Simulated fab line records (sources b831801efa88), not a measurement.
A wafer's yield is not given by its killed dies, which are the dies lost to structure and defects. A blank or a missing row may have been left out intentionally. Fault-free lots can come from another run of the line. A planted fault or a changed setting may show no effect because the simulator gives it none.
A struck lot beside a sound one / flow sky130 / 17 steps out of a route of 708
Sound: these wafers, L274.1, L274.2, L274.4. The struck wafers were L276.1, L276.2, L276.3. The cause is named last.
At each step with rows: each side's tool, then ch and its chambers, then its first start. Under that, the readings that differ: sound wafers / struck wafers / difference of the means / sigmas: that difference in standard deviations of wafers without a fault.
alike: same words and numbers on both sides, and readings whose means sit less than 2 such deviations apart. not compared: any withheld reading, any reading some wafer has no value for, any bound like >300 that may hide the same value, and any number with overlapping values for which the record gives no deviation.
The two part at a step that has a row with sigmas, a row that says differs or no value, or rows on one side only. Numbers that don't overlap but have no deviation are shown without sigmas and don't part them. A reading that every wafer of one side lacks parts them only if that side has two wafers or more.

SKY_LDD_HVN_OVL_MEAS_07:
  struck on overlay-01, day 24 16:13; sound on overlay-01, day 24 10:01
  alike: LDD_HVN_OVL
then, 1 step without rows for these wafers: SKY_LDD_HVN_IMPLANT_08.
SKY_LDD_HVN_STRIP_09: strips in O2/N2.
  sound on plasma_asher-02 ch 0,1, day 24 10:13; struck on plasma_asher-01 ch 0,1, day 24 16:25
  alike: drypump_motor_current_A, oes_product_au, strip_time_to_endpoint_s
  not compared: rf_hours_counter_h
SKY_LDD_HVN_TW_MEAS_10:
  struck on film_metro-01, day 24 16:31; sound on film_metro-03, day 24 10:19
  alike: LDD_HVN_TW
then, 7 steps without rows for these wafers: SKY_LDD_HVP_DEHYDRATE_00 (time 60 s); SKY_LDD_HVP_HMDS_01 (prime time 60 s); SKY_LDD_HVP_COAT_02 (resist thk 300 nm); SKY_LDD_HVP_SOFTBAKE_03 (time 60 s); SKY_LDD_HVP_EXPOSE_04 (exposes mask HVPTM, target cd 700 nm); SKY_LDD_HVP_PEB_05; SKY_LDD_HVP_DEVELOP_06 (develop time 60 s).
SKY_LDD_HVP_OVL_MEAS_07:
  struck on overlay-02, day 25 21:02; sound on overlay-02, day 25 16:11
  alike: LDD_HVP_OVL
SKY_LDD_HVP_IMPLANT_08:
  sound on implanter-01 ch 0, day 25 16:13; struck on implanter-03 ch 0, day 25 21:04
reading=beam_energy_keV; sound=19.985 19.990 19.992; struck=17.164 17.166 17.160; difference=-2.826; sigmas=-99 or more
reading=model.implant.rp_nm (nm); sound=61.72 61.72 61.72; struck=53.05 53.05 53.05; difference=-8.67; sigmas=
reading=model.implant.drp_nm (nm); sound=28.53 28.53 28.53; struck=25.57 25.57 25.57; difference=-2.96; sigmas=
  alike: end_station_pressure_torr
SKY_LDD_HVP_STRIP_09: strips in O2/N2.
  sound on plasma_asher-02 ch 0,1, day 25 16:22; struck on plasma_asher-02 ch 0,1, day 25 21:13
  alike: drypump_motor_current_A, oes_product_au, strip_time_to_endpoint_s
  not compared: rf_hours_counter_h
SKY_LDD_HVP_TW_MEAS_10:
  struck on film_metro-01, day 25 21:19; sound on film_metro-04, day 25 16:28
reading=LDD_HVP_TW; sound=464.8 463.4 464.9; struck=445.3 448.1 444.5; difference=-18.4; sigmas=-6
then, 1 step without rows for these wafers: SKY_LDD_LDN_DEHYDRATE_00 (time 60 s).
-- here the record skips 23 days between the struck wafers' starts before and after, leaving off in module LDD_LDN and picking up in module PAD_OPEN (first step shown: number 708 of the route) --
SKY_PAD_OPEN_PROBE_99:
  struck on prober-02, day 48 16:49; sound on prober-01, day 48 10:39
reading=model.etest.tip_p_5v.rs_ohm_sq; sound=2843 2821 2828; struck=2941 2930 2929; difference=+103; sigmas=
  alike: killed_at_M0_to_M3, killed_at_M4_up, killed_at_contacts, killed_at_front_end, killed_at_other, killed_dies, killed_open, killed_short

== WHERE THEY PART ==
At SKY_LDD_HVP_IMPLANT_08 first; at SKY_LDD_HVP_TW_MEAS_10 last (within this record only). Later steps at which nothing parts them and some readings are alike: SKY_PAD_OPEN_PROBE_99.

WHY: what had been put in by the simulator
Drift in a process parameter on implanter-03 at SKY_LDD_HVP_IMPLANT_08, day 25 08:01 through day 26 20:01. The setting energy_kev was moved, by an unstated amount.
